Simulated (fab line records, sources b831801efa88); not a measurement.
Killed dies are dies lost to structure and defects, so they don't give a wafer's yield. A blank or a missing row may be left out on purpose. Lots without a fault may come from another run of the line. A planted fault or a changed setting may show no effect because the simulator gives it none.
Which tool did it? | flow sky130 | 12 lots, 36 wafers sampled, at 3 steps of a route of 708

WHAT THE GAUGES READ, wafer by wafer
SKY_CONTACT_THK_MEAS_03.
lot  | measured     | on            | CONTACT_HDPCVD_THK (nm)
L075 | day 31 00:17 | film_metro-04 | 574 567 562
L077 | day 31 17:07 | film_metro-01 | 581 571 565
L079 | day 32 16:39 | film_metro-01 | 560 571 566
L081 | day 33 01:58 | film_metro-04 | 554 564 564
L083 | day 33 17:47 | film_metro-02 | 569 574 562
L085 | day 34 10:31 | film_metro-02 | 569 556 557
L087 | day 34 23:08 | film_metro-01 | 574 577 566
L089 | day 35 11:46 | film_metro-02 | 577 568 558
L091 | day 35 23:49 | film_metro-02 | 569 572 568
L093 | day 36 16:28 | film_metro-02 | 568 570 567
L095 | day 37 09:40 | film_metro-04 | 560 563 563
L097 | day 37 19:06 | film_metro-02 | 564 572 560

WHICH TOOL RAN EACH LOT (tool, then ch and the chambers of the sampled wafers, then the start)
lot  | SKY_LI_CONTACT_ETCH_15             | SKY_LI_CONTACT_SPUTTER_20
L075 | rie_diel-02 ch 0,2, day 29 17:27   | pvd_sputter-04, day 29 17:56
L077 | rie_diel-01 ch 0,3, day 30 11:09   | pvd_sputter-04, day 30 11:49
L079 | rie_diel-01 ch 0,2, day 31 11:01   | pvd_sputter-03, day 31 11:29
L081 | rie_diel-01 ch 0,2,3, day 31 19:55 | pvd_sputter-03, day 31 20:23
L083 | rie_diel-02 ch 2,3, day 32 12:39   | pvd_sputter-03, day 32 13:06
L085 | rie_diel-02 ch 0,3, day 33 05:56   | pvd_sputter-04, day 33 06:24
L087 | rie_diel-02 ch 0,1,3, day 33 18:20 | pvd_sputter-01, day 33 18:48
L089 | rie_diel-02 ch 0,1,2, day 34 07:27 | pvd_sputter-04, day 34 07:55
L091 | rie_diel-01 ch 1,2,3, day 34 19:03 | pvd_sputter-04, day 34 19:31
L093 | rie_diel-02 ch 0,1,3, day 35 12:01 | pvd_sputter-04, day 35 12:28
L095 | rie_diel-01 ch 0,2, day 36 04:42   | pvd_sputter-04, day 36 05:10
L097 | rie_diel-04 ch 1,2,3, day 36 13:51 | pvd_sputter-03, day 36 14:26
- SKY_LI_CONTACT_ETCH_15: etches PSG in C4F8/O2/Ar, stops on Si, target depth 600 nm.
- SKY_LI_CONTACT_SPUTTER_20: material TiN, target thk 20 nm, time 80 s.

THE ANSWER, worked out from the rows above alone
Rule: what is usual is taken from the lots themselves. Put in order of their means at a reading, lots are off if they are a third of the lots or fewer, leave a main group of 4 or more, and stand apart from it by a gap of 3 or more times the standard deviation of the main group's means; of several such gaps the widest counts. A main group whose means are all the same, to the digits that the tables above print for the reading, isn't used. A lot without any number at a reading at which 4 lots or more have one is off too. The other lots that the step has rows for count as sound.
No lot is off at any reading shown: from this, nothing can be told.

WHAT THE SIMULATOR HAD PUT IN
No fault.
